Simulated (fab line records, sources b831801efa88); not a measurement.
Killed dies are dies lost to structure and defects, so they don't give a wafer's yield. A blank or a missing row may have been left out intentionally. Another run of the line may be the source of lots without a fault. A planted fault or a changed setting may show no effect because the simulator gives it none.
fab line records    flow sfq-line
record lots=5  wafers=23
route steps=325 shown M1@62 I1@73 M2@89 I2@107 M3@125
start-h: hours from the record's first day to the start of the lot's first wafer shown    wait-h: time in hours since the lot's previous step    " same as the row above    L1.1+2: several wafers, shown together as one row    - value missing, or start not given    * or withheld: withheld    < > ~ a bound
route shown NAME@n: NAME is a module with steps in the file, n the number in the route of the first one    usual: the fault-free wafers' mean and standard deviation    same: alike in all rows    chamber/n: place in a boat    sites: per-site readings    _std_site: the standard deviation of these    _edge_site: mean of outer sites minus mean of inner sites    radius-mm: how far each site lies from the wafer's centre    mask NAME#n: copy n    behind: tool/chamber where the wafer was last shaped    hold: the reason the lot was held/the length of the hold in hours/how it ended    device: the transistor (n, p or np) that didn't switch    end of line: tests of these same wafers at the route's end    a step with no rows: only its recipe    killed: dies that structure and defects cost at the first sort, which is not the same as the wafer's yield    map: a wafer's dies, marking killed ones x, the rest . and places with no die _
set.NAME: the setting as run; set.NAME@STEP: as run at that earlier step    model.NAME: the simulator's own value behind a step, which no gauge read
lots whose settings were changed on purpose; a table a step, a row a wafer
## steps
# step SFQ_TRILAYER_M1_LITHO_COAT_044
# recipe resist=BARC  spin-rpm=3000  resist-thk-nm=62
lot.wafer  tool            chamber  start-h  wait-h  set.resist-thk-nm  model.BARC_of_TRILAYER_M1_LITHO_COAT_044.thk-nm
L076.1     litho-track-03  0        315.73   0.1     59.2               59.2
L076.2     "               0        "        "       62                 62.19
L076.3     "               0        "        "       59.2               59.18
L076.4     "               0        "        "       62                 62.05
L076.5     "               0        "        "       59.2               59.29
L079.1     litho-track-02  0        341.86   0.1     62                 62.02
L079.2     "               0        "        "       64.47              64.59
L079.4     "               0        "        "       64.47              64.28
L079.5     "               0        "        "       64.47              64.49
L079.6     "               0        "        "       62                 61.84
L080.1     litho-track-03  0        345.46   0.1     62                 61.86
L080.2     "               0        "        "       62                 61.79
L080.3     "               0        "        "       65.33              65.07
L080.4     "               0        "        "       65.33              65.03
L080.6     "               0        "        "       65.33              65.1
L083.1     litho-track-02  0        364.66   0.1     62                 62.13
L083.5     "               0        "        "       62                 62.3
L083.6     "               0        "        "       62                 62.01
L085.2     litho-track-02  0        370.71   0.1     62                 62
L085.3     "               0        "        "       65.6               65.49
L085.4     "               0        "        "       62                 61.81
L085.5     "               0        "        "       65.6               65.38
L085.6     "               0        "        "       62                 62.19
# step SFQ_TRILAYER_M1_LITHO_COAT_039
# recipe resist=KrF  spin-rpm=3000  resist-thk-nm=600
# step SFQ_TRILAYER_M1_LITHO_SOFTBAKE_043
# recipe temp-c=withheld  time-s=withheld  resist=KrF
# step SFQ_TRILAYER_M1_LITHO_DEVELOP_041
# recipe time-s=60  resist=KrF
# step SFQ_TRILAYER_M1_BARC_OPEN_METAL_ETCH_054
# recipe mask-material=PR  chemistry=O2  target-depth-nm=125  target=BARC  icp-w=600  bias-w=80  pressure-mtorr=10  time-s=41.7
# usual oes-product-au=0.685/0.0044
lot.wafer  tool          chamber  start-h  wait-h  set.resist-thk-nm@TRILAYER_M1_LITHO_COAT_044  oes-product-au  model.etch.depth-nm
L076.1     rie-metal-02  0        327.21   0.0     59.2                                          0.674           -
L076.2     "             1        "        "       62                                            0.692           -
L076.3     "             1        "        "       59.2                                          0.668           -
L076.4     "             0        "        "       62                                            0.688           -
L076.5     "             1        "        "       59.2                                          0.664           -
L079.1     rie-metal-01  1        349.81   0.0     62                                            0.685           -
L079.2     "             0        "        "       64.47                                         0.698           -
L079.4     "             0        "        "       64.47                                         0.695           -
L079.5     "             0        "        "       64.47                                         0.704           -
L079.6     "             1        "        "       62                                            0.689           -
L080.1     rie-metal-04  0        352.21   0.0     62                                            0.686           61.86
L080.2     "             1        "        "       62                                            0.684           -
L080.3     "             1        "        "       65.33                                         0.700           65.07
L080.4     "             0        "        "       65.33                                         0.701           -
L080.6     "             0        "        "       65.33                                         0.695           -
L083.1     rie-metal-04  1        371.51   0.0     62                                            0.696           62.13
L083.5     "             0        "        "       62                                            0.692           62.3
L083.6     "             1        "        "       62                                            0.682           62.01
L085.2     rie-metal-01  1        378.71   0.0     62                                            0.684           -
L085.3     "             0        "        "       65.6                                          0.699           -
L085.4     "             1        "        "       62                                            0.680           -
L085.5     "             1        "        "       65.6                                          0.698           65.38
L085.6     "             0        "        "       62                                            0.691           62.19
# step SFQ_TRILAYER_M1_ETCH_METAL_ETCH_042
# recipe target=Nb  stop-on=SiO2  mask-material=PR  chemistry=Cl2/Ar  target-depth-nm=240  icp-w=592.6  bias-w=80  pressure-mtorr=10  time-s=120
# usual oes-product-au=0.890/0.0064
lot.wafer  tool          chamber  start-h  wait-h  set.time-s@TRILAYER_M1_DEP_SPUTTER_037  oes-product-au
L076.1     rie-metal-02  0        327.27   0.0     127.4                                   0.862
L076.2     "             1        "        "       133.3                                   0.883
L076.3     "             1        "        "       133.3                                   0.893
L076.4     "             0        "        "       127.4                                   0.863
L076.5     "             1        "        "       133.3                                   0.887
L079.1     rie-metal-01  1        349.87   0.0     115.9                                   0.822
L079.2     "             0        "        "       133.3                                   0.889
L079.4     "             0        "        "       133.3                                   0.891
L079.5     "             0        "        "       115.9                                   0.831
L079.6     "             1        "        "       133.3                                   0.898
L080.1     rie-metal-04  0        352.27   0.0     133.3                                   0.888
L080.2     "             1        "        "       115.3                                   0.817
L080.3     "             1        "        "       133.3                                   0.895
L080.4     "             0        "        "       115.3                                   0.815
L080.6     "             0        "        "       133.3                                   0.895
L083.1     rie-metal-04  1        371.57   0.0     133.3                                   0.887
L083.5     "             0        "        "       133.3                                   0.887
L083.6     "             1        "        "       133.3                                   0.886
L085.2     rie-metal-01  1        378.77   0.0     122                                     0.845
L085.3     "             0        "        "       122                                     0.846
L085.4     "             1        "        "       122                                     0.842
L085.5     "             1        "        "       133.3                                   0.895
L085.6     "             0        "        "       133.3                                   0.875
# step SFQ_TRILAYER_I1_DEP_PECVD_045
# recipe material=SiO2  temp-c=150  time-s=111.11  pressure-torr=2.4  rf-w=183.3  precursor=SiH4/N2O  target-thk-nm=500
lot.wafer  tool      chamber  start-h  wait-h  set.time-s  model.SiO2_of_TRILAYER_I1_DEP_PECVD_045.thk-nm
L076.1     pecvd-02  0        328.17   0.0     111.11      491.3
L076.2     "         2        "        "       104.3       465.8
L076.3     "         1        "        "       104.3       465.1
L076.4     "         1        "        "       104.3       463.3
L076.5     "         2        "        "       111.11      499.1
L079.1     pecvd-02  2        350.77   0.0     101.7       441.4
L079.2     "         0        "        "       101.7       447.6
L079.4     "         0        "        "       111.11      501.2
L079.5     "         2        "        "       101.7       459.8
L079.6     "         1        "        "       111.11      501.7
L080.1     pecvd-03  2        353.17   0.0     111.11      501.4
L080.2     "         0        "        "       111.11      503.1
L080.3     "         1        "        "       111.11      500.2
L080.4     "         2        "        "       111.11      512.3
L080.6     "         1        "        "       111.11      509.8
L083.1     pecvd-01  1        372.47   0.0     111.11      491.8
L083.5     "         0        "        "       111.11      500.5
L083.6     "         2        "        "       111.11      496.9
L085.2     pecvd-02  0        379.67   0.0     111.11      496
L085.3     "         1        "        "       111.11      499.5
L085.4     "         0        "        "       111.11      500.1
L085.5     "         0        "        "       111.11      503.1
L085.6     "         1        "        "       111.11      501.5
# step SFQ_TRILAYER_I1_CMP_CMP_046
# recipe material=SiO2  down-force-psi=3  platen-rpm=60  pad-velocity-m-s=0.94248
# usual time-to-endpoint-s=215/5.3
lot.wafer  tool    chamber  start-h  wait-h  set.time-s@TRILAYER_I1_DEP_PECVD_045  time-to-endpoint-s
L076.2     cmp-01  1        330.13   1.9     104.3                                 187
L076.1     "       2        "        "       111.11                                211
L076.4     "       3        "        "       104.3                                 190
L076.3     "       0        "        "       104.3                                 193
L076.5     "       1        "        "       111.11                                211
L079.2     cmp-02  0        351.87   1.1     101.7                                 180
L079.4     "       1        "        "       111.11                                215
L079.1     "       3        353.37   2.6     101.7                                 167
L079.6     "       0        "        "       111.11                                214
L079.5     "       1        "        "       101.7                                 189
L080.1     cmp-01  1        353.25   0.0     111.11                                211
L080.3     "       2        "        "       111.11                                214
L080.4     "       3        "        "       111.11                                227
L080.2     "       0        "        "       111.11                                214
L080.6     "       2        355.75   2.5     111.11                                223
L083.1     cmp-02  1        372.55   0.0     111.11                                210
L083.5     "       1        374.55   2.0     111.11                                217
L083.6     "       2        "        "       111.11                                219
L085.4     cmp-01  3        381.45   1.7     111.11                                211
L085.2     "       0        "        "       111.11                                214
L085.3     "       1        "        "       111.11                                219
L085.6     "       2        "        "       111.11                                219
L085.5     "       3        "        "       111.11                                215
# step SFQ_TRILAYER_I1_VIA_LITHO_EXPOSE_050
# recipe mask-id=I1  na=0.6  source-shape=conventional  sigma-outer=0.65  target-cd-nm=500  dose-mj=21.3
lot.wafer       tool            chamber  start-h  wait-h  mask  set.dose-mj
L076.1+2+4      krf-scanner-02  0        344.68   -       I1#0  22.52
L076.3+5        "               0        "        "       I1#0  21.3
L079.1+2+4+5+6  krf-scanner-02  0        362.78   -       I1#0  21.3
L080.1+4        krf-scanner-02  0        365.18   -       I1#0  20.5
L080.2+3+6      "               0        "        "       I1#0  21.3
L083.1+5+6      krf-scanner-02  0        384.38   -       I1#0  21.3
L085.2+3+4+5+6  krf-scanner-02  0        389.38   -       I1#0  21.3
# step SFQ_TRILAYER_I1_VIA_LITHO_PEB_052
# recipe peb-temp-c=115  peb-time-s=60  resist=KrF
# step SFQ_TRILAYER_I1_VIA_LITHO_DEVELOP_051
# recipe time-s=60  resist=KrF
# step SFQ_TRILAYER_I1_VIA_BARC_OPEN_VIA_ETCH_071
# recipe mask-material=PR  chemistry=O2  target-depth-nm=125  target=BARC  source-w=500  bias-w=80  pressure-mtorr=30  time-s=41.7
lot.wafer  tool         chamber  start-h  wait-h  set.dose-mj@TRILAYER_I1_VIA_LITHO_EXPOSE_050  model.I1.cd-nm
L076.1     rie-diel-02  0        346.21   0.0     22.52                                         508.1
L076.2     "            2        "        "       22.52                                         507.2
L076.3     "            3        "        "       21.3                                          499.4
L076.4     "            0        "        "       22.52                                         507.4
L076.5     "            3        "        "       21.3                                          499.5
L079.1     rie-diel-02  2        364.31   0.0     21.3                                          501.1
L079.2     "            3        "        "       21.3                                          500.8
L079.4     "            1        "        "       21.3                                          501
L079.5     "            0        "        "       21.3                                          501.9
L079.6     "            3        "        "       21.3                                          502.1
L080.1     rie-diel-04  3        366.71   0.0     20.5                                          491.2
L080.2     "            1        "        "       21.3                                          497.4
L080.3     "            0        "        "       21.3                                          500
L080.4     "            2        "        "       20.5                                          493
L080.6     "            3        "        "       21.3                                          498.2
L083.1     rie-diel-03  0        385.91   0.0     21.3                                          499.8
L083.5     "            0        "        "       21.3                                          500.9
L083.6     "            3        "        "       21.3                                          500
L085.2     rie-diel-03  3        390.71   0.0     21.3                                          499.9
L085.3     "            0        "        "       21.3                                          500.9
L085.4     "            1        "        "       21.3                                          498.7
L085.5     "            1        "        "       21.3                                          499.6
L085.6     "            0        "        "       21.3                                          499.7
# step SFQ_TRILAYER_M2_DEP_SPUTTER_055
# recipe material=Nb  base-pressure-pa=1.33e-06  chamber-pressure-pa=0.1333  substrate-temp-c=20  resputter-cathode-voltage-v=400  target-thk-nm=200  power-w=2000  time-s=133.3
lot.wafer  tool            chamber  start-h  wait-h  set.power-w  model.Nb_of_TRILAYER_M2_DEP_SPUTTER_055.thk-nm
L076.1+2   pvd-sputter-03  -        347.17   0.0     1852         184.6
L076.3+5   "               -        "        "       2000         198.2
L076.4     "               -        "        "       2000         197.8
L079.1+2   pvd-sputter-04  -        365.27   0.0     2000         199.8
L079.4     "               -        "        "       2000         201.6
L079.5     "               -        "        "       2000         201.4
L079.6     "               -        "        "       2000         198.3
L080.1     pvd-sputter-03  -        367.67   0.0     1920         193
L080.2     "               -        "        "       2000         199.2
L080.3     "               -        "        "       1920         192.1
L080.4     "               -        "        "       1920         192.3
L080.6     "               -        "        "       2000         200.7
L083.1     pvd-sputter-04  -        386.87   0.0     2000         199.4
L083.5     "               -        "        "       2000         197.6
L083.6     "               -        "        "       2000         199
L085.2     pvd-sputter-04  -        391.67   0.0     2000         197.2
L085.3     "               -        "        "       2075         203.6
L085.4     "               -        "        "       2075         203.1
L085.5     "               -        "        "       2000         196.1
L085.6     "               -        "        "       2075         204.8
# step SFQ_M2_RS_MEAS_914
# recipe thk-meas-gauge=four-point-probe  reads=Nb_of_TRILAYER_M2_DEP_SPUTTER_055
# usual M2_NB_RS=0.890/0.0094
lot.wafer  tool           chamber  start-h  wait-h  set.power-w@TRILAYER_M2_DEP_SPUTTER_055  M2_NB_RS[ohm/sq]
L076.1     film-metro-01  -        347.26   0.0     1852                                     0.962
L076.2     "              -        "        "       1852                                     0.963
L076.3     "              -        "        "       2000                                     0.900
L076.4     "              -        "        "       2000                                     0.899
L076.5     "              -        "        "       2000                                     0.898
L079.1     film-metro-02  -        365.36   0.0     2000                                     0.891
L079.2     "              -        "        "       2000                                     0.890
L079.4     "              -        "        "       2000                                     0.882
L079.5     "              -        "        "       2000                                     0.883
L079.6     "              -        "        "       2000                                     0.897
L080.1     film-metro-02  -        367.76   0.0     1920                                     0.925
L080.2     "              -        "        "       2000                                     0.894
L080.3     "              -        "        "       1920                                     0.925
L080.4     "              -        "        "       1920                                     0.928
L080.6     "              -        "        "       2000                                     0.887
L083.1     film-metro-02  -        386.96   0.0     2000                                     0.893
L083.5     "              -        "        "       2000                                     0.900
L083.6     "              -        "        "       2000                                     0.893
L085.2     film-metro-01  -        391.78   0.1     2000                                     0.903
L085.3     "              -        "        "       2075                                     0.873
L085.4     "              -        "        "       2075                                     0.876
L085.5     "              -        "        "       2000                                     0.909
L085.6     "              -        "        "       2075                                     0.868
# step SFQ_TRILAYER_M2_LITHO_COAT_062
# recipe resist=BARC  spin-rpm=3000  resist-thk-nm=62
lot.wafer  tool            chamber  start-h  wait-h  set.spin-rpm  model.BARC_of_TRILAYER_M2_LITHO_COAT_062.thk-nm
L076.1+5   litho-track-02  0        347.44   0.1     3000          61.74
L076.2     "               0        "        "       3000          61.77
L076.3     "               0        "        "       3000          61.91
L076.4     "               0        "        "       3000          61.86
L079.1     litho-track-01  0        365.54   0.1     3000          61.86
L079.2     "               0        "        "       3090          60.77
L079.4     "               0        "        "       3000          61.92
L079.5     "               0        "        "       3090          61.11
L079.6     "               0        "        "       3000          61.78
L080.1     litho-track-01  0        367.94   0.1     3000          61.9
L080.2+4   "               0        "        "       3000          61.88
L080.3     "               0        "        "       3000          62.03
L080.6     "               0        "        "       3000          61.94
L083.1     litho-track-01  0        387.14   0.1     3000          61.72
L083.5     "               0        "        "       3000          61.77
L083.6     "               0        "        "       3000          62
L085.2     litho-track-02  0        391.99   0.1     2892          62.92
L085.3     "               0        "        "       2892          63.15
L085.4     "               0        "        "       3000          61.82
L085.5     "               0        "        "       3000          61.87
L085.6     "               0        "        "       3000          61.85
# step SFQ_TRILAYER_M2_ETCH_METAL_ETCH_060
# recipe target=Nb  stop-on=SiO2  mask-material=PR  chemistry=Cl2/Ar  target-depth-nm=240  icp-w=600  bias-w=80  pressure-mtorr=10  time-s=120
lot.wafer  tool          chamber  start-h  wait-h  set.time-s  set.peb-time-s@TRILAYER_I0_VIA_LITHO_PEB_034  model.etch.depth-nm  model.KrF_of_TRILAYER_M2_LITHO_COAT_057.thk-nm
L076.1+2   rie-metal-04  1,0      494.96   0.0     120         60                                            -                    -
L076.3     "             0        "        "       120         60                                            -                    392.8
L076.4     "             1        "        "       120         60                                            -                    389.1
L076.5     "             1        "        "       120         60                                            -                    391
L079.1     rie-metal-02  1        517.76   0.0     127.4       60                                            -                    381.9
L079.2     "             0        "        "       127.4       60                                            -                    376.5
L079.4     "             1        "        "       120         55.65                                         -                    390.3
L079.5     "             1        "        "       120         55.65                                         -                    392.2
L079.6     "             0        "        "       127.4       60                                            -                    377.3
L080.1     rie-metal-03  0        521.36   0.0     120         60                                            193                  392.9
L080.2     "             1        "        "       133.2       57.71                                         -                    369.1
L080.3     "             1        "        "       120         57.71                                         192.1                386.7
L080.4     "             0        "        "       133.2       57.71                                         -                    376.6
L080.6     "             0        "        "       120         60                                            -                    392.4
L083.1     rie-metal-02  0        542.09   0.0     120         60                                            199.4                381.7
L083.5     "             0        "        "       120         60                                            197.6                379.4
L083.6     "             1        "        "       120         60                                            199                  386.2
L085.2     rie-metal-02  1        546.89   0.0     120         51.4                                          -                    388.8
L085.3     "             0        "        "       103.2       60                                            -                    405.8
L085.4     "             1        "        "       103.2       51.4                                          -                    406
L085.5     "             0        "        "       120         51.4                                          196.1                384.9
L085.6     "             1        "        "       120         60                                            204.8                388.8
# step SFQ_TRILAYER_I2_VIA_LITHO_COAT_072
# recipe resist=BARC  spin-rpm=3000  resist-thk-nm=62
lot.wafer  tool            chamber  start-h  wait-h  set.spin-rpm  model.BARC_of_TRILAYER_I2_VIA_LITHO_COAT_072.thk-nm
L076.1     litho-track-01  0        500.90   1.0     3000          62.05
L076.2     "               0        "        "       3000          62.13
L076.3     "               0        "        "       3000          62.16
L076.4     "               0        "        "       3000          62.24
L076.5     "               0        "        "       3000          62.15
L079.1     litho-track-03  0        523.08   1.0     3000          61.9
L079.2     "               0        "        "       2810          64.12
L079.4     "               0        "        "       2810          63.97
L079.5     "               0        "        "       3000          61.99
L079.6     "               0        "        "       3000          61.77
L080.1     litho-track-03  0        526.68   1.0     3000          62.22
L080.2     "               0        "        "       3000          62.12
L080.3     "               0        "        "       3000          62.36
L080.4+6   "               0        "        "       3000          62.15
L083.1     litho-track-03  0        549.22   1.0     3000          62.02
L083.5     "               0        "        "       3000          61.81
L083.6     "               0        "        "       3000          61.67
L085.2     litho-track-01  0        553.08   0.8     2859          63.6
L085.3     "               0        "        "       2859          63.44
L085.4     "               0        "        "       3000          62
L085.5     "               0        "        "       3000          61.96
L085.6     "               0        "        "       2859          63.36
# step SFQ_TRILAYER_I2_VIA_LITHO_PEB_070
# recipe peb-temp-c=115  peb-time-s=60  resist=KrF
lot.wafer       tool            chamber  start-h  wait-h  set.peb-temp-c
L076.1+4        litho-track-01  0        667.63   1.0     115
L076.2+3+5      "               0        "        "       112.8
L079.1+2+4+5+6  litho-track-01  0        690.43   1.0     115
L080.1+2+6      litho-track-01  0        692.83   1.0     115
L080.3+4        "               0        "        "       116.2
L083.1+5+6      litho-track-01  0        718.17   1.0     115
L085.2+3+4+5+6  litho-track-01  0        721.80   0.8     115
# step SFQ_TRILAYER_I2_VIA_LITHO_DEVELOP_069
# recipe time-s=60  resist=KrF
# step SFQ_TRILAYER_I2_VIA_BARC_OPEN_VIA_ETCH_096
# recipe mask-material=PR  chemistry=O2  target-depth-nm=125  target=BARC  source-w=500  bias-w=80  pressure-mtorr=30.79  time-s=41.7
lot.wafer  tool         chamber  start-h  wait-h  set.peb-temp-c@TRILAYER_I2_VIA_LITHO_PEB_070  model.I2.cd-nm
L076.1     rie-diel-04  2        667.97   0.0     115                                           498.9
L076.2     "            0        "        "       112.8                                         457.1
L076.3     "            1        "        "       112.8                                         455.6
L076.4     "            3        "        "       115                                           500.8
L076.5     "            3        "        "       112.8                                         456.6
L079.1+5   rie-diel-03  0,1      690.77   0.0     115                                           497.9
L079.2     "            2        "        "       115                                           499.1
L079.4     "            3        "        "       115                                           499
L079.6     "            0        "        "       115                                           498.3
L080.1     rie-diel-01  2        693.17   0.0     115                                           497
L080.2     "            1        "        "       115                                           500
L080.3     "            0        "        "       116.2                                         518.1
L080.4     "            1        "        "       116.2                                         519.6
L080.6     "            0        "        "       115                                           499.6
L083.1     rie-diel-03  1        718.51   0.0     115                                           500
L083.5     "            3        "        "       115                                           501
L083.6     "            0        "        "       115                                           499.1
L085.2+3   rie-diel-03  2,1      722.11   0.0     115                                           498.2
L085.4     "            0        "        "       115                                           498.4
L085.5     "            0        "        "       115                                           497.1
L085.6     "            1        "        "       115                                           498.3
# step SFQ_TRILAYER_I2_VIA_ETCH_VIA_ETCH_070
# recipe target=SiO2  stop-on=Nb  mask-material=PR  taper-deg=20  chemistry=CHF3  target-depth-nm=260  source-w=500  bias-w=80  pressure-mtorr=30  time-s=withheld
lot.wafer  tool         chamber  start-h  wait-h  set.peb-temp-c@TRILAYER_I2_VIA_LITHO_PEB_070  model.I2.cd-nm
L076.1     rie-diel-04  2        668.01   0.0     115                                           497.3
L076.2     "            0        "        "       112.8                                         458.7
L076.3     "            1        "        "       112.8                                         456.2
L076.4     "            3        "        "       115                                           498.5
L076.5     "            3        "        "       112.8                                         455.6
L079.1     rie-diel-03  0        690.81   0.0     115                                           494.4
L079.2     "            2        "        "       115                                           502.3
L079.4     "            3        "        "       115                                           498.2
L079.5     "            1        "        "       115                                           498.3
L079.6     "            0        "        "       115                                           495.9
L080.1     rie-diel-01  2        693.21   0.0     115                                           497.1
L080.2     "            1        "        "       115                                           502.6
L080.3     "            0        "        "       116.2                                         516.4
L080.4     "            1        "        "       116.2                                         522.7
L080.6     "            0        "        "       115                                           497.5
L083.1     rie-diel-03  1        718.55   0.0     115                                           501
L083.5     "            3        "        "       115                                           501.6
L083.6     "            0        "        "       115                                           497.1
L085.2     rie-diel-03  2        722.15   0.0     115                                           502
L085.3     "            1        "        "       115                                           500.5
L085.4     "            0        "        "       115                                           495.7
L085.5     "            0        "        "       115                                           494.3
L085.6     "            1        "        "       115                                           499.7
# step SFQ_TRILAYER_M3_LITHO_EXPOSE_076
# recipe mask-id=M3  na=0.6  source-shape=conventional  sigma-outer=0.65  target-cd-nm=500  dose-mj=14.4
lot.wafer   tool            chamber  start-h  wait-h  mask  set.dose-mj
L076.1+2+3  krf-scanner-01  0        669.95   -       M3#0  15.39
L076.4+5    "               0        "        "       M3#0  14.4
L079.1+2+5  krf-scanner-01  0        696.57   -       M3#0  14.96
L079.4+6    "               0        "        "       M3#0  14.4
L080.1+2+4  krf-scanner-01  0        700.17   -       M3#0  14.4
L080.3+6    "               0        "        "       M3#0  13.87
L083.1+5+6  krf-scanner-02  0        720.49   -       M3#0  14.4
L085.2+3+4  krf-scanner-02  0        724.41   -       M3#0  15.14
L085.5+6    "               0        "        "       M3#0  14.4
# step SFQ_TRILAYER_M3_LITHO_PEB_078
# recipe peb-temp-c=115  peb-time-s=60  resist=KrF
# step SFQ_TRILAYER_M3_LITHO_DEVELOP_077
# recipe time-s=60  resist=KrF
# step SFQ_TRILAYER_M3_BARC_OPEN_METAL_ETCH_100
# recipe mask-material=PR  chemistry=O2  target-depth-nm=125  target=BARC  icp-w=600  bias-w=80  pressure-mtorr=10  time-s=41.7
lot.wafer  tool          chamber  start-h  wait-h  set.dose-mj@TRILAYER_M3_LITHO_EXPOSE_076  model.M3.cd-nm
L076.1     rie-metal-02  1        671.48   0.0     15.39                                     491
L076.2+3   "             0        "        "       15.39                                     492.1
L076.4     "             1        "        "       14.4                                      500.9
L076.5     "             0        "        "       14.4                                      503.1
L079.1     rie-metal-01  0        698.11   0.0     14.96                                     494.2
L079.2     "             1        "        "       14.96                                     493.3
L079.4     "             1        "        "       14.4                                      499.1
L079.5     "             1        "        "       14.96                                     494.6
L079.6     "             0        "        "       14.4                                      498.1
L080.1     rie-metal-02  0        701.71   0.0     14.4                                      501.5
L080.2     "             1        "        "       14.4                                      501.3
L080.3     "             1        "        "       13.87                                     506.9
L080.4     "             0        "        "       14.4                                      503.5
L080.6     "             0        "        "       13.87                                     507.5
L083.1     rie-metal-02  1        722.02   0.0     14.4                                      500.5
L083.5     "             1        "        "       14.4                                      501.2
L083.6     "             1        "        "       14.4                                      500.7
L085.2     rie-metal-02  1        725.75   0.0     15.14                                     489.4
L085.3     "             0        "        "       15.14                                     491.8
L085.4     "             1        "        "       15.14                                     490.7
L085.5     "             0        "        "       14.4                                      500.5
L085.6     "             1        "        "       14.4                                      499
## key
split step=SFQ_TRILAYER_M1_LITHO_COAT_044  setting=resist-thk-nm  stated=62  by=wafer
response step=SFQ_TRILAYER_M1_LITHO_COAT_044  reading=model.BARC_of_TRILAYER_M1_LITHO_COAT_044.thk-nm  change=+0.612  per=1%  r=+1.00
response step=SFQ_TRILAYER_M1_BARC_OPEN_METAL_ETCH_054  reading=oes-product-au  change=+0.003  per=1%  r=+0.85
response step=SFQ_TRILAYER_M1_BARC_OPEN_METAL_ETCH_054  reading=model.etch.depth-nm  change=+0.572  per=1%  r=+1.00
split step=SFQ_TRILAYER_I1_DEP_PECVD_045  setting=time-s  stated=111.11  by=wafer
response step=SFQ_TRILAYER_I1_DEP_PECVD_045  reading=model.SiO2_of_TRILAYER_I1_DEP_PECVD_045.thk-nm  change=+5.73  per=1%  r=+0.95
response step=SFQ_TRILAYER_I1_CMP_CMP_046  reading=time-to-endpoint-s  change=*  per=1%  r=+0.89
split step=SFQ_TRILAYER_I1_VIA_LITHO_EXPOSE_050  setting=dose-mj  stated=21.3  by=wafer
response step=SFQ_TRILAYER_I1_VIA_BARC_OPEN_VIA_ETCH_071  reading=model.I1.cd-nm  change=+1.51  per=1%  r=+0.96
split step=SFQ_TRILAYER_M2_DEP_SPUTTER_055  setting=power-w  stated=2000  by=wafer
response step=SFQ_TRILAYER_M2_DEP_SPUTTER_055  reading=model.Nb_of_TRILAYER_M2_DEP_SPUTTER_055.thk-nm  change=+1.84  per=1%  r=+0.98
response step=SFQ_M2_RS_MEAS_914  reading=M2_NB_RS  change=-0.00869  per=1%  r=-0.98
split step=SFQ_TRILAYER_M2_LITHO_COAT_062  setting=spin-rpm  stated=3000  by=wafer
response step=SFQ_TRILAYER_M2_LITHO_COAT_062  reading=model.BARC_of_TRILAYER_M2_LITHO_COAT_062.thk-nm  change=-0.32  per=1%  r=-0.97
split step=SFQ_TRILAYER_M2_ETCH_METAL_ETCH_060  setting=time-s  stated=120  by=wafer
response step=SFQ_TRILAYER_M2_ETCH_METAL_ETCH_060  reading=model.KrF_of_TRILAYER_M2_LITHO_COAT_057.thk-nm  change=-1.5  per=1%  r=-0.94
split step=SFQ_TRILAYER_I2_VIA_LITHO_COAT_072  setting=spin-rpm  stated=3000  by=wafer
response step=SFQ_TRILAYER_I2_VIA_LITHO_COAT_072  reading=model.BARC_of_TRILAYER_I2_VIA_LITHO_COAT_072.thk-nm  change=-0.332  per=1%  r=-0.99
split step=SFQ_TRILAYER_I2_VIA_LITHO_PEB_070  setting=peb-temp-c  stated=115  by=wafer
response step=SFQ_TRILAYER_I2_VIA_BARC_OPEN_VIA_ETCH_096  reading=model.I2.cd-nm  change=+21.9  per=1%  r=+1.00
response step=SFQ_TRILAYER_I2_VIA_ETCH_VIA_ETCH_070  reading=model.I2.cd-nm  change=+21  per=1%  r=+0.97
split step=SFQ_TRILAYER_M3_LITHO_EXPOSE_076  setting=dose-mj  stated=14.4  by=wafer
response step=SFQ_TRILAYER_M3_BARC_OPEN_METAL_ETCH_100  reading=model.M3.cd-nm  change=-1.51  per=1%  r=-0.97
split outside-this-file step=SFQ_TRILAYER_I0_VIA_LITHO_PEB_034 setting=peb-time-s
split outside-this-file step=SFQ_TRILAYER_M1_DEP_SPUTTER_037 setting=time-s
# split outside-this-file: this setting was split too, and the file shows its column; the key of that split is in another file
